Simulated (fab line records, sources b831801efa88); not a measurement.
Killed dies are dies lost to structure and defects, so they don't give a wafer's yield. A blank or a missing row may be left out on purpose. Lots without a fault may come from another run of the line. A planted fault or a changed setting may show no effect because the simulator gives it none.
Which tool did it? | flow gf180mcu | 14 lots, 42 wafers sampled, at 3 steps of a route of 602

WHAT THE GAUGES READ, wafer by wafer
GF_V4_THK_MEAS_01. Usual: V4_CVD_00_THK 617 nm, standard deviation 5.7.
lot  | measured     | on            | V4_CVD_00_THK (nm) | flag
L626 | day 23 08:56 | film_metro-03 | 617 612 614        |
L627 | day 23 18:36 | film_metro-04 | 621 624 625        |
L629 | day 24 12:13 | film_metro-03 | 623 621 618        |
L630 | day 24 22:21 | film_metro-01 | 605 618 613        |
L631 | day 25 03:54 | film_metro-04 | 621 623 618        |
L632 | day 25 13:38 | film_metro-04 | 607 616 616        |
L633 | day 26 01:04 | film_metro-04 | 604 615 600        |
L634 | day 26 08:23 | film_metro-01 | 616 619 618        |
L637 | day 27 11:50 | film_metro-04 | 619 621 615        |
L638 | day 27 20:35 | film_metro-04 | 622 620 608        |
L639 | day 28 01:07 | film_metro-03 | 615 605 615        |
L640 | day 28 05:32 | film_metro-01 | 619 620 625        |
L648 | day 30 09:05 | film_metro-01 | 622 624 611        |
L649 | day 30 19:05 | film_metro-01 | 619 610 614        |

GF_V4_CD_MEAS_14: target cd 260 nm. Usual: cd_nm 259.9 nm, standard deviation 1.3.
lot  | measured     | on        | cd_nm (nm)        | flag
L626 | day 24 08:28 | cd_sem-02 | 260.0 259.0 259.8 |
L627 | day 24 17:25 | cd_sem-02 | 260.0 260.5 261.0 |
L629 | day 25 10:46 | cd_sem-01 | 259.5 259.2 259.7 |
L630 | day 25 19:44 | cd_sem-02 | 259.6 259.4 259.2 |
L631 | day 26 00:44 | cd_sem-01 | 262.0 260.9 261.7 |
L632 | day 26 11:28 | cd_sem-02 | 258.8 259.7 257.8 |
L633 | day 26 22:00 | cd_sem-02 | 259.3 260.5 259.4 |
L634 | day 27 05:51 | cd_sem-02 | 259.7 260.2 258.7 |
L637 | day 28 08:10 | cd_sem-01 | 260.2 261.8 260.7 |
L638 | day 28 16:10 | cd_sem-01 | 260.3 258.2 260.0 |
L639 | day 28 20:38 | cd_sem-01 | 260.5 259.3 260.8 |
L640 | day 29 01:14 | cd_sem-01 | 259.1 259.1 258.0 |
L648 | day 31 03:37 | cd_sem-02 | 260.3 260.5 260.6 |
L649 | day 31 13:17 | cd_sem-01 | 258.4 258.1 258.2 |

GF_V4_OVL_MEAS_15. Usual: V4_OVL 0 nm, standard deviation 5.5.
lot  | measured     | on         | V4_OVL (nm) | flag
L626 | day 24 08:35 | overlay-01 | 6 -1 4      |
L627 | day 24 17:32 | overlay-01 | -6 -2 -4    |
L629 | day 25 10:52 | overlay-01 | 3 3 10      |
L630 | day 25 19:49 | overlay-02 | 0 8 7       |
L631 | day 26 00:49 | overlay-01 | -7 -5 -4    |
L632 | day 26 11:35 | overlay-02 | 5 -1 11     |
L633 | day 26 22:07 | overlay-02 | -4 2 0      |
L634 | day 27 05:58 | overlay-02 | -5 7 -5     |
L637 | day 28 08:17 | overlay-02 | -8 -5 -11   |
L638 | day 28 16:17 | overlay-01 | -2 5 -3     |
L639 | day 28 20:45 | overlay-02 | 4 7 1       |
L640 | day 29 01:21 | overlay-02 | -8 -9 -7    |
L648 | day 31 03:44 | overlay-02 | -4 -11 -2   |
L649 | day 31 13:24 | overlay-01 | -5 -8 -2    |

WHICH TOOL RAN EACH LOT (tool, then ch and the chambers of the sampled wafers, then the start)
The record holds no process step before these readings.

WHAT THE TOOLS THEMSELVES READ (means of the sampled wafers that have a number; where no wafer has one, the mark that the record gives instead)
The record holds no such reading with a usual standard deviation.

THE ANSWER, worked out from the rows above alone
Rule: a lot is off if the mean of its wafers that have a number lies more than 3 standard deviations from the usual mean. A lot without any number at a reading at which 4 lots or more have one is off too. The other lots that the step has rows for count as sound. The gauges are gone through in route order, then the tools' own readings, and for those a lot's mean is taken as printed above. The first step at which some lot is off is used, and at that step the reading that is off furthest; a lot without a number counts as furthest.
No lot is off at any reading shown: from this, nothing can be told.

WHAT THE SIMULATOR HAD PUT IN
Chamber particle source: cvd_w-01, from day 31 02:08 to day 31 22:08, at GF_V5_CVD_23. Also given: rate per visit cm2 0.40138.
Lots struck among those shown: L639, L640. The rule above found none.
